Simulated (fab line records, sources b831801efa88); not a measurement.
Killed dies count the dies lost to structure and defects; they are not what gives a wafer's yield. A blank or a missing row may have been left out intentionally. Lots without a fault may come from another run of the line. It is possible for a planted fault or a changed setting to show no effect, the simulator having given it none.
fab line records	flow sky130
[record] lots = 24	wafers = 72	last_day = 50
route steps=708 shown GATE_OXIDE@200 METAL2@485 VIA2@523
lots untouched by any fault: they come from a run of this same line in which no faults occurred
start_h: hours from the record's first day to the start of the lot's first wafer shown	wait_h: hours since the lot's step before	" repeats the value in the row above	L1.1+2: a row that stands for several wafers	- either no value or no given start	* or withheld: withheld	< > ~ a bound
route shown NAME@n: a module of which the file shows steps, and the number in the route of the first	usual: mean/standard deviation taken from wafers without a fault	same: alike in all rows	chamber/n: place in a boat	sites: readings site by site	_std_site: how widely they spread, as a standard deviation	_edge_site: outer sites' mean less inner sites'	radius_mm: for every site, how far away it sits from the centre of the wafer	mask NAME#n: copy n	behind: the most recent tool/chamber to have shaped the wafer	hold: the reason the lot was held/the length of the hold in hours/how it ended	device: whichever transistor did not switch (one of n, p or np)	end of line: the same wafers' tests at the end of the route	a step given without rows: its recipe and nothing more	killed: dies lost to structure and defects at the first sort, not the wafer's yield	map: dies across one wafer; x = killed, . = not, _ = none there
set.NAME: the setting that was run; set.NAME@STEP: the one run at that earlier step	model.NAME: the simulator's own value behind a step, which no gauge read
a sample of lots followed through the steps of the route, with each step as a table and each wafer as a row
services: from which hour (start_h, from the record's first day; less than 0 if before it) a tool's chamber was out of use, for how many hours, and why
[[steps]]
[step SKY_GATE_OXIDE_STRIP_13]
[recipe] chemistry = O2/N2	power_w = 1400	pressure_mtorr = 1500	platen_temp_c = withheld	o2_flow_sccm = 3000	n2_flow_sccm = 300	overash_fraction = 0.5
[usual] drypump_motor_current_A = 5.8/0.37	oes_product_au = 0.716/0.0043	strip_time_to_endpoint_s = 14.18/0.042
lot.wafer	tool	chamber	start_h	wait_h	drypump_motor_current_A	oes_product_au	rf_hours_counter_h	strip_time_to_endpoint_s
L074.1	plasma_asher-01	1	306.13	0.0	5.2	0.712	47	14.18
L074.2	"	0	"	"	5.8	0.721	47	14.21
L074.6	"	1	"	"	5.2	0.716	-	14.20
L075.2	plasma_asher-01	1	315.93	0.0	5.2	0.715	48	14.15
L075.4	"	1	"	"	5.2	0.721	-	14.15
L075.5	"	1	"	"	5.2	0.713	-	14.10
L076.1	plasma_asher-04	0	319.30	0.0	6.2	0.718	63	14.24
L076.5	"	0	"	"	6.3	0.713	-	14.21
L076.6	"	1	"	"	5.9	0.721	-	14.24
L077.2	plasma_asher-04	0	332.09	0.0	6.2	0.704	64	14.21
L077.5	"	1	"	"	5.9	0.717	-	14.17
L077.6	"	0	"	"	6.2	0.713	-	14.16
L078.3	plasma_asher-03	0	339.06	0.0	5.6	0.715	-	14.21
L078.4	"	1	"	"	6.0	0.717	-	14.20
L078.6	"	0	"	"	5.5	0.720	-	14.23
L079.2	plasma_asher-01	0	347.65	0.0	5.8	0.715	51	14.11
L079.3	"	0	"	"	5.7	0.719	-	14.14
L079.4	"	1	"	"	5.2	0.722	-	14.13
L080.2	plasma_asher-03	0	354.48	0.0	5.6	0.712	67	14.15
L080.5	"	0	"	"	5.5	0.711	-	14.15
L080.6	"	1	"	"	6.1	0.714	-	14.12
L081.1	plasma_asher-04	1	366.98	0.0	5.9	0.715	68	14.19
L081.2	"	0	"	"	6.3	0.715	68	14.19
L081.6	"	0	"	"	6.3	0.717	-	14.18
L082.2	plasma_asher-01	1	382.90	0.0	5.2	0.714	54	14.18
L082.4	"	1	"	"	5.1	0.712	-	14.21
L082.6	"	1	"	"	5.2	0.715	-	14.20
L083.2	plasma_asher-04	0	387.10	0.0	6.3	0.707	70	14.08
L083.4	"	1	"	"	5.9	0.721	-	14.10
L083.6	"	0	"	"	6.2	0.715	-	14.11
L084.2	plasma_asher-01	0	390.70	0.0	5.8	0.719	55	14.21
L084.4	"	0	"	"	5.8	0.722	-	14.14
L084.6	"	0	"	"	5.8	0.711	-	14.18
L085.1	plasma_asher-03	1	396.84	0.0	6.1	0.716	71	14.09
L085.4	"	0	"	"	5.6	0.713	-	14.16
L085.5	"	1	"	"	6.1	0.716	-	14.17
L086.1	plasma_asher-03	1	411.39	0.0	6.1	0.714	73	14.13
L086.2	"	0	"	"	5.6	0.715	73	14.10
L086.4	"	1	"	"	6.1	0.715	-	14.14
L087.3	plasma_asher-01	1	423.82	0.0	5.1	0.722	-	14.19
L087.4	"	0	"	"	5.8	0.714	-	14.21
L087.6	"	0	"	"	5.8	0.716	-	14.21
L088.1	plasma_asher-01	1	424.14	0.0	5.2	0.714	58	14.15
L088.4	"	1	"	"	5.2	0.716	-	14.19
L088.6	"	0	"	"	5.8	0.708	-	14.13
L089.1	plasma_asher-04	0	442.18	0.0	6.3	0.713	75	14.22
L089.2	"	1	"	"	5.9	0.725	75	14.19
L089.4	"	1	"	"	5.9	0.718	-	14.23
L090.2	plasma_asher-01	1	445.73	0.0	5.2	0.709	60	14.21
L090.5	"	1	"	"	5.2	0.710	-	14.24
L090.6	"	0	"	"	5.8	0.721	-	14.14
L091.2	plasma_asher-04	1	456.18	0.0	6.0	0.716	77	14.14
L091.3	"	0	"	"	6.2	0.717	-	14.13
L091.4	"	1	"	"	5.9	0.717	-	14.14
L092.1	plasma_asher-04	0	456.60	0.0	6.2	0.715	77	14.17
L092.3	"	0	"	"	6.2	0.721	-	14.25
L092.4	"	1	"	"	5.9	0.719	-	14.26
L094.2	plasma_asher-01	1	485.55	0.0	5.1	0.715	65	14.26
L094.4	"	0	"	"	5.8	0.718	-	14.23
L094.6	"	1	"	"	5.1	0.712	-	14.23
L093.4	plasma_asher-03	0	487.01	0.0	5.6	0.716	-	14.24
L093.5	"	1	"	"	6.0	0.712	-	14.21
L093.6	"	0	"	"	5.5	0.718	-	14.19
L095.3	plasma_asher-03	0	487.58	0.0	5.5	0.716	-	14.20
L095.4	"	1	"	"	6.0	0.716	-	14.22
L095.5	"	1	"	"	6.1	0.714	-	14.18
L096.4	plasma_asher-04	1	497.33	0.0	5.9	0.716	-	14.14
L096.5	"	0	"	"	6.2	0.725	-	14.18
L096.6	"	1	"	"	5.9	0.716	-	14.18
L097.3	plasma_asher-04	1	500.96	0.0	5.9	0.712	-	14.20
L097.4	"	0	"	"	6.2	0.714	-	14.17
L097.5	"	1	"	"	5.9	0.719	-	14.21
[step SKY_METAL2_SPUTTER_02]
[recipe] material = AlCu	target_thk_nm = 250	power_w = 10600	time_s = 13.3	chamber_pressure_pa = 0.4
[usual] throttle_valve_pct = 30.2/0.64
lot.wafer	tool	chamber	start_h	wait_h	throttle_valve_pct
L074.1	pvd_sputter-01	-	790.23	0.0	30.6
L074.2	"	-	"	"	30.2
L074.6	"	-	"	"	30.2
L075.2	pvd_sputter-01	-	794.73	0.0	30.6
L075.4	"	-	"	"	30.5
L075.5	"	-	"	"	30.8
L076.1	pvd_sputter-01	-	803.17	0.0	29.9
L076.5	"	-	"	"	30.6
L076.6	"	-	"	"	30.2
L077.2	pvd_sputter-01	-	811.12	0.0	30.4
L077.5	"	-	"	"	30.1
L077.6	"	-	"	"	29.9
L078.3	pvd_sputter-04	-	821.49	0.0	30.0
L078.4	"	-	"	"	28.5
L078.6	"	-	"	"	30.0
L079.2	pvd_sputter-01	-	832.38	0.0	30.2
L079.3	"	-	"	"	30.3
L079.4	"	-	"	"	30.5
L080.2	pvd_sputter-03	-	833.31	0.0	29.9
L080.5	"	-	"	"	30.7
L080.6	"	-	"	"	30.9
L081.1	pvd_sputter-04	-	847.45	0.0	30.1
L081.2	"	-	"	"	30.0
L081.6	"	-	"	"	31.5
L082.2	pvd_sputter-01	-	861.36	0.0	29.2
L082.4	"	-	"	"	30.2
L082.6	"	-	"	"	30.3
L083.2	pvd_sputter-01	-	865.41	0.0	30.2
L083.4	"	-	"	"	30.5
L083.6	"	-	"	"	30.8
L084.2	pvd_sputter-03	-	873.12	0.0	30.5
L084.4	"	-	"	"	30.8
L084.6	"	-	"	"	30.6
L085.1	pvd_sputter-03	-	876.16	0.0	30.3
L085.4	"	-	"	"	30.9
L085.5	"	-	"	"	30.3
L086.1	pvd_sputter-01	-	887.66	0.0	30.5
L086.2	"	-	"	"	29.2
L086.4	"	-	"	"	30.2
L087.3	pvd_sputter-01	-	895.77	0.0	30.6
L087.4	"	-	"	"	30.6
L087.6	"	-	"	"	30.7
L088.1	pvd_sputter-01	-	897.32	0.0	29.2
L088.4	"	-	"	"	30.5
L088.6	"	-	"	"	30.5
L089.1	pvd_sputter-03	-	910.84	0.0	29.8
L089.2	"	-	"	"	30.6
L089.4	"	-	"	"	31.1
L090.2	pvd_sputter-04	-	915.54	0.0	29.9
L090.5	"	-	"	"	30.2
L090.6	"	-	"	"	29.9
L091.2	pvd_sputter-04	-	923.20	0.0	28.5
L091.3	"	-	"	"	29.9
L091.4	"	-	"	"	31.9
L092.1	pvd_sputter-01	-	925.01	0.0	30.0
L092.3	"	-	"	"	30.6
L092.4	"	-	"	"	29.2
L094.2	pvd_sputter-04	-	944.42	0.0	28.3
L094.4	"	-	"	"	31.7
L094.6	"	-	"	"	29.8
L093.4	pvd_sputter-01	-	947.44	0.0	29.4
L093.5	"	-	"	"	30.6
L093.6	"	-	"	"	30.4
L095.3	pvd_sputter-03	-	948.14	0.0	30.6
L095.4	"	-	"	"	30.5
L095.5	"	-	"	"	30.4
L096.4	pvd_sputter-01	-	953.74	0.0	30.2
L096.5	"	-	"	"	30.1
L096.6	"	-	"	"	30.3
L097.3	pvd_sputter-03	-	958.96	0.0	31.0
L097.4	"	-	"	"	29.9
L097.5	"	-	"	"	29.9
[step SKY_METAL2_SPUTTER_03]
[recipe] material = Ti	target_thk_nm = 5	power_w = 3000	time_s = 3.3	chamber_pressure_pa = 0.4
[usual] throttle_valve_pct = 30.2/0.63
lot.wafer	tool	chamber	start_h	wait_h	throttle_valve_pct
L074.1	pvd_sputter-01	-	790.26	0.0	30.5
L074.2	"	-	"	"	30.4
L074.6	"	-	"	"	30.5
L075.2	pvd_sputter-01	-	794.76	0.0	30.5
L075.4	"	-	"	"	30.5
L075.5	"	-	"	"	30.5
L076.1	pvd_sputter-01	-	803.20	0.0	30.1
L076.5	"	-	"	"	30.6
L076.6	"	-	"	"	30.2
L077.2	pvd_sputter-01	-	811.15	0.0	30.3
L077.5	"	-	"	"	30.5
L077.6	"	-	"	"	30.2
L078.3	pvd_sputter-04	-	821.52	0.0	30.3
L078.4	"	-	"	"	28.6
L078.6	"	-	"	"	30.1
L079.2	pvd_sputter-01	-	832.41	0.0	30.0
L079.3	"	-	"	"	30.7
L079.4	"	-	"	"	30.6
L080.2	pvd_sputter-03	-	833.33	0.0	30.0
L080.5	"	-	"	"	30.4
L080.6	"	-	"	"	30.6
L081.1	pvd_sputter-04	-	847.47	0.0	30.1
L081.2	"	-	"	"	29.9
L081.6	"	-	"	"	31.7
L082.2	pvd_sputter-01	-	861.38	0.0	29.4
L082.4	"	-	"	"	30.7
L082.6	"	-	"	"	30.5
L083.2	pvd_sputter-01	-	865.43	0.0	30.6
L083.4	"	-	"	"	30.4
L083.6	"	-	"	"	30.3
L084.2	pvd_sputter-03	-	873.14	0.0	30.6
L084.4	"	-	"	"	30.8
L084.6	"	-	"	"	30.5
L085.1	pvd_sputter-03	-	876.18	0.0	30.3
L085.4	"	-	"	"	30.6
L085.5	"	-	"	"	30.5
L086.1	pvd_sputter-01	-	887.68	0.0	30.5
L086.2	"	-	"	"	29.3
L086.4	"	-	"	"	30.0
L087.3	pvd_sputter-01	-	895.79	0.0	30.4
L087.4	"	-	"	"	30.5
L087.6	"	-	"	"	30.5
L088.1	pvd_sputter-01	-	897.34	0.0	29.3
L088.4	"	-	"	"	30.5
L088.6	"	-	"	"	30.2
L089.1	pvd_sputter-03	-	910.86	0.0	30.1
L089.2	"	-	"	"	30.5
L089.4	"	-	"	"	31.0
L090.2	pvd_sputter-04	-	915.57	0.0	30.2
L090.5	"	-	"	"	30.3
L090.6	"	-	"	"	30.1
L091.2	pvd_sputter-04	-	923.23	0.0	28.5
L091.3	"	-	"	"	29.9
L091.4	"	-	"	"	32.0
L092.1	pvd_sputter-01	-	925.03	0.0	30.0
L092.3	"	-	"	"	30.3
L092.4	"	-	"	"	29.6
L094.2	pvd_sputter-04	-	944.44	0.0	28.6
L094.4	"	-	"	"	31.8
L094.6	"	-	"	"	29.8
L093.4	pvd_sputter-01	-	947.46	0.0	29.7
L093.5	"	-	"	"	30.6
L093.6	"	-	"	"	30.6
L095.3	pvd_sputter-03	-	948.16	0.0	30.8
L095.4	"	-	"	"	30.6
L095.5	"	-	"	"	30.4
L096.4	pvd_sputter-01	-	953.76	0.0	30.2
L096.5	"	-	"	"	30.0
L096.6	"	-	"	"	30.5
L097.3	pvd_sputter-03	-	958.98	0.0	30.9
L097.4	"	-	"	"	29.6
L097.5	"	-	"	"	30.0
[step SKY_METAL2_SPUTTER_04]
[recipe] material = TiN	target_thk_nm = 70	power_w = 6500	time_s = 58.3	chamber_pressure_pa = 0.4
[usual] throttle_valve_pct = 30.2/0.6
lot.wafer	tool	chamber	start_h	wait_h	throttle_valve_pct
L074.1	pvd_sputter-01	-	790.28	0.0	30.6
L074.2	"	-	"	"	30.2
L074.6	"	-	"	"	30.5
L075.2	pvd_sputter-01	-	794.78	0.0	30.6
L075.4	"	-	"	"	30.7
L075.5	"	-	"	"	30.6
L076.1	pvd_sputter-01	-	803.22	0.0	29.9
L076.5	"	-	"	"	30.7
L076.6	"	-	"	"	29.9
L077.2	pvd_sputter-01	-	811.17	0.0	30.3
L077.5	"	-	"	"	30.7
L077.6	"	-	"	"	30.1
L078.3	pvd_sputter-04	-	821.53	0.0	30.2
L078.4	"	-	"	"	28.7
L078.6	"	-	"	"	29.8
L079.2	pvd_sputter-01	-	832.43	0.0	30.4
L079.3	"	-	"	"	30.3
L079.4	"	-	"	"	30.6
L080.2	pvd_sputter-03	-	833.35	0.0	29.9
L080.5	"	-	"	"	30.7
L080.6	"	-	"	"	30.9
L081.1	pvd_sputter-04	-	847.49	0.0	30.0
L081.2	"	-	"	"	29.9
L081.6	"	-	"	"	31.8
L082.2	pvd_sputter-01	-	861.40	0.0	29.2
L082.4	"	-	"	"	30.5
L082.6	"	-	"	"	30.3
L083.2	pvd_sputter-01	-	865.45	0.0	30.8
L083.4	"	-	"	"	30.5
L083.6	"	-	"	"	30.5
L084.2	pvd_sputter-03	-	873.16	0.0	30.4
L084.4	"	-	"	"	31.1
L084.6	"	-	"	"	30.3
L085.1	pvd_sputter-03	-	876.20	0.0	30.4
L085.4	"	-	"	"	30.7
L085.5	"	-	"	"	30.7
L086.1	pvd_sputter-01	-	887.70	0.0	30.7
L086.2	"	-	"	"	29.4
L086.4	"	-	"	"	30.2
L087.3	pvd_sputter-01	-	895.81	0.0	30.7
L087.4	"	-	"	"	30.4
L087.6	"	-	"	"	30.3
L088.1	pvd_sputter-01	-	897.36	0.0	29.4
L088.4	"	-	"	"	30.4
L088.6	"	-	"	"	29.8
L089.1	pvd_sputter-03	-	910.88	0.0	29.7
L089.2	"	-	"	"	30.5
L089.4	"	-	"	"	30.8
L090.2	pvd_sputter-04	-	915.59	0.0	29.8
L090.5	"	-	"	"	30.0
L090.6	"	-	"	"	29.8
L091.2	pvd_sputter-04	-	923.25	0.0	28.3
L091.3	"	-	"	"	30.0
L091.4	"	-	"	"	31.6
L092.1	pvd_sputter-01	-	925.05	0.0	30.1
L092.3	"	-	"	"	30.5
L092.4	"	-	"	"	29.2
L094.2	pvd_sputter-04	-	944.46	0.0	28.6
L094.4	"	-	"	"	31.5
L094.6	"	-	"	"	30.0
L093.4	pvd_sputter-01	-	947.48	0.0	29.3
L093.5	"	-	"	"	30.7
L093.6	"	-	"	"	30.5
L095.3	pvd_sputter-03	-	948.18	0.0	30.8
L095.4	"	-	"	"	30.2
L095.5	"	-	"	"	30.2
L096.4	pvd_sputter-01	-	953.78	0.0	30.0
L096.5	"	-	"	"	30.3
L096.6	"	-	"	"	30.4
L097.3	pvd_sputter-03	-	959.00	0.0	30.7
L097.4	"	-	"	"	30.0
L097.5	"	-	"	"	30.1
[step SKY_VIA2_STRIP_16]
[recipe] chemistry = O2/N2	power_w = 1400	pressure_mtorr = 1500	platen_temp_c = withheld	o2_flow_sccm = 3000	n2_flow_sccm = 300	overash_fraction = 0.5
[usual] drypump_motor_current_A = 5.7/0.34	oes_product_au = 0.399/0.0047	strip_time_to_endpoint_s = 4.061/0.029
lot.wafer	tool	chamber	start_h	wait_h	drypump_motor_current_A	oes_product_au	rf_hours_counter_h	strip_time_to_endpoint_s
L074.1	plasma_asher-01	1	845.27	0.0	5.2	0.398	102	4.030
L074.2	"	0	"	"	5.8	0.400	102	4.100
L074.6	"	0	"	"	5.8	0.402	-	4.109
L075.2	plasma_asher-01	0	849.75	0.1	5.8	0.391	103	4.022
L075.4	"	1	"	"	5.2	0.398	-	4.065
L075.5	"	1	"	"	5.1	0.401	-	4.082
L076.1	plasma_asher-02	1	858.80	0.0	6.2	0.404	74	4.053
L076.5	"	0	"	"	5.5	0.401	-	4.036
L076.6	"	1	"	"	6.2	0.409	-	4.069
L077.2	plasma_asher-03	0	865.22	0.0	5.5	0.390	42	4.059
L077.5	"	1	"	"	6.0	0.394	-	4.047
L077.6	"	0	"	"	5.6	0.402	-	4.017
L078.3	plasma_asher-02	1	875.14	0.1	6.2	0.405	-	4.081
L078.4	"	0	"	"	5.5	0.399	-	4.056
L078.6	"	1	"	"	6.1	0.395	-	4.087
L079.2	plasma_asher-01	0	886.04	0.0	5.8	0.397	107	4.080
L079.3	"	0	"	"	5.8	0.406	-	4.006
L079.4	"	1	"	"	5.1	0.400	-	4.032
L080.2	plasma_asher-01	0	888.22	0.0	5.8	0.395	107	4.131
L080.5	"	0	"	"	5.8	0.403	-	4.137
L080.6	"	1	"	"	5.1	0.397	-	4.103
L081.1	plasma_asher-03	1	900.87	0.0	6.0	0.401	46	4.038
L081.2	"	0	"	"	5.6	0.394	46	4.011
L081.6	"	0	"	"	5.6	0.396	-	4.002
L082.2	plasma_asher-03	0	915.40	0.0	5.6	0.393	47	4.081
L082.4	"	0	"	"	5.6	0.398	-	4.051
L082.6	"	0	"	"	5.6	0.396	-	4.055
L083.2	plasma_asher-02	0	918.67	0.0	5.5	0.397	80	4.051
L083.4	"	0	"	"	5.5	0.403	-	4.025
L083.6	"	0	"	"	5.5	0.400	-	4.023
L084.2	plasma_asher-02	1	925.84	0.0	6.2	0.398	81	4.043
L084.4	"	1	"	"	6.2	0.384	-	4.065
L084.6	"	1	"	"	6.1	0.412	-	4.071
L085.1	plasma_asher-03	0	928.59	0.0	5.5	0.396	49	4.039
L085.4	"	1	"	"	6.1	0.403	-	4.040
L085.5	"	1	"	"	6.1	0.393	-	4.045
L086.1	plasma_asher-03	0	939.84	0.0	5.5	0.398	50	4.090
L086.2	"	1	"	"	6.0	0.403	50	4.082
L086.4	"	1	"	"	6.0	0.385	-	4.071
L087.3	plasma_asher-02	1	946.52	0.1	6.1	0.407	-	4.137
L087.4	"	0	"	"	5.5	0.402	-	4.095
L087.6	"	1	"	"	6.1	0.391	-	4.048
L088.1	plasma_asher-02	1	948.59	0.0	6.2	0.410	83	4.085
L088.4	"	0	"	"	5.5	0.393	-	4.081
L088.6	"	1	"	"	6.1	0.396	-	4.056
L089.1	plasma_asher-02	1	961.40	0.0	6.2	0.407	85	4.084
L089.2	"	0	"	"	5.5	0.402	85	4.084
L089.4	"	0	"	"	5.5	0.401	-	4.118
L090.2	plasma_asher-01	1	965.87	0.0	5.1	0.402	115	4.002
L090.5	"	0	"	"	5.8	0.396	-	4.076
L090.6	"	1	"	"	5.1	0.396	-	4.025
L091.2	plasma_asher-02	0	973.35	0.0	5.5	0.396	86	4.085
L091.3	"	1	"	"	6.2	0.401	-	4.068
L091.4	"	0	"	"	5.5	0.398	-	4.095
L092.1	plasma_asher-01	0	976.49	0.0	5.8	0.405	115	4.024
L092.3	"	1	"	"	5.1	0.392	-	4.013
L092.4	"	0	"	"	5.8	0.391	-	4.070
L094.2	plasma_asher-03	1	993.99	0.0	6.0	0.403	55	4.028
L094.4	"	0	"	"	5.6	0.403	-	4.076
L094.6	"	0	"	"	5.6	0.397	-	4.023
L093.4	plasma_asher-03	0	996.36	0.1	5.5	0.400	-	4.070
L093.5	"	1	"	"	6.0	0.402	-	4.093
L093.6	"	0	"	"	5.5	0.401	-	4.117
L095.3	plasma_asher-03	0	997.66	0.1	5.6	0.399	-	4.041
L095.4	"	1	"	"	6.1	0.398	-	4.122
L095.5	"	0	"	"	5.5	0.404	-	4.103
L096.4	plasma_asher-01	0	1003.14	0.1	5.8	0.390	-	4.053
L096.5	"	1	"	"	5.1	0.400	-	4.044
L096.6	"	0	"	"	5.8	0.394	-	4.049
L097.3	plasma_asher-03	1	1008.64	0.1	6.0	0.398	-	4.039
L097.4	"	0	"	"	5.6	0.397	-	4.098
L097.5	"	0	"	"	5.6	0.401	-	4.041
[step SKY_VIA2_RS_MEAS_22]
[recipe] thk_meas_gauge = four-point-probe	reads = W_of_VIA2_CVD_21+TiN_of_VIA2_SPUTTER_20
[usual] VIA2_W_RS = 0.276/0.0037
lot.wafer	tool	chamber	start_h	wait_h	VIA2_W_RS[ohm/sq]
L074.1	film_metro-04	-	846.09	0.1	0.278
L074.2	"	-	"	"	0.273
L074.6	"	-	"	"	0.281
L075.2	film_metro-01	-	850.59	0.1	0.270
L075.4	"	-	"	"	0.270
L075.5	"	-	"	"	0.274
L076.1	film_metro-04	-	859.59	0.1	0.277
L076.5	"	-	"	"	0.275
L076.6	"	-	"	"	0.279
L077.2	film_metro-03	-	866.03	0.1	0.272
L077.5	"	-	"	"	0.272
L077.6	"	-	"	"	0.280
L078.3	film_metro-01	-	875.93	0.1	0.277
L078.4	"	-	"	"	0.281
L078.6	"	-	"	"	0.277
L079.2	film_metro-03	-	886.88	0.1	0.279
L079.3	"	-	"	"	0.282
L079.4	"	-	"	"	0.278
L080.2	film_metro-03	-	889.03	0.1	0.282
L080.5	"	-	"	"	0.273
L080.6	"	-	"	"	0.280
L081.1	film_metro-03	-	901.69	0.1	0.279
L081.2	"	-	"	"	0.276
L081.6	"	-	"	"	0.280
L082.2	film_metro-04	-	916.21	0.1	0.280
L082.4	"	-	"	"	0.283
L082.6	"	-	"	"	0.275
L083.2	film_metro-03	-	919.48	0.1	0.273
L083.4	"	-	"	"	0.276
L083.6	"	-	"	"	0.272
L084.2	film_metro-03	-	926.64	0.1	0.281
L084.4	"	-	"	"	0.281
L084.6	"	-	"	"	0.278
L085.1	film_metro-04	-	929.37	0.1	0.278
L085.4	"	-	"	"	0.274
L085.5	"	-	"	"	0.270
L086.1	film_metro-04	-	940.65	0.1	0.272
L086.2	"	-	"	"	0.270
L086.4	"	-	"	"	0.272
L087.3	film_metro-01	-	947.35	0.1	0.283
L087.4	"	-	"	"	0.279
L087.6	"	-	"	"	0.282
L088.1	film_metro-04	-	949.37	0.1	0.271
L088.4	"	-	"	"	0.277
L088.6	"	-	"	"	0.276
L089.1	film_metro-04	-	962.20	0.1	0.270
L089.2	"	-	"	"	0.276
L089.4	"	-	"	"	0.277
L090.2	film_metro-04	-	966.69	0.1	0.273
L090.5	"	-	"	"	0.276
L090.6	"	-	"	"	0.281
L091.2	film_metro-03	-	974.18	0.1	0.277
L091.3	"	-	"	"	0.277
L091.4	"	-	"	"	0.274
L092.1	film_metro-03	-	977.27	0.1	0.277
L092.3	"	-	"	"	0.283
L092.4	"	-	"	"	0.278
L094.2	film_metro-04	-	994.79	0.1	0.277
L094.4	"	-	"	"	0.280
L094.6	"	-	"	"	0.277
L093.4	film_metro-01	-	997.17	0.1	0.274
L093.5	"	-	"	"	0.276
L093.6	"	-	"	"	0.272
L095.3	film_metro-03	-	998.45	0.1	0.280
L095.4	"	-	"	"	0.272
L095.5	"	-	"	"	0.278
L096.4	film_metro-01	-	1003.99	0.1	0.280
L096.5	"	-	"	"	0.278
L096.6	"	-	"	"	0.283
L097.3	film_metro-04	-	1009.44	0.1	0.278
L097.4	"	-	"	"	0.272
L097.5	"	-	"	"	0.277
[[services]]
tool	chamber	start_h	hours	kind
pvd_sputter-01	-	296.08	0.7	repair
plasma_asher-03	-	344.08	1.0	repair
plasma_asher-03	-	357.29	2.8	pm
plasma_asher-01	-	357.34	2.8	pm
plasma_asher-01	-	365.21	2.3	repair
plasma_asher-03	-	421.25	9.0	pm
pvd_sputter-01	-	484.07	4.4	repair
pvd_sputter-03	-	495.23	4.6	repair
pvd_sputter-04	-	502.71	4.0	repair
plasma_asher-01	-	526.97	2.2	repair
plasma_asher-03	-	572.16	2.1	repair
pvd_sputter-04	-	589.92	3.3	repair
pvd_sputter-03	-	595.19	4.7	repair
pvd_sputter-04	-	600.95	7.6	repair
plasma_asher-03	-	602.22	2.1	repair
pvd_sputter-03	-	627.28	0.8	repair
pvd_sputter-03	-	700.56	2.2	repair
plasma_asher-01	-	708.94	3.8	repair
pvd_sputter-03	-	747.96	1.7	repair
plasma_asher-03	-	828.12	33.1	repair
pvd_sputter-04	-	862.61	43.5	repair
plasma_asher-01	-	876.12	0.8	repair
plasma_asher-01	-	924.56	2.5	repair
plasma_asher-01	-	973.02	2.8	repair
[[key]]
fault none
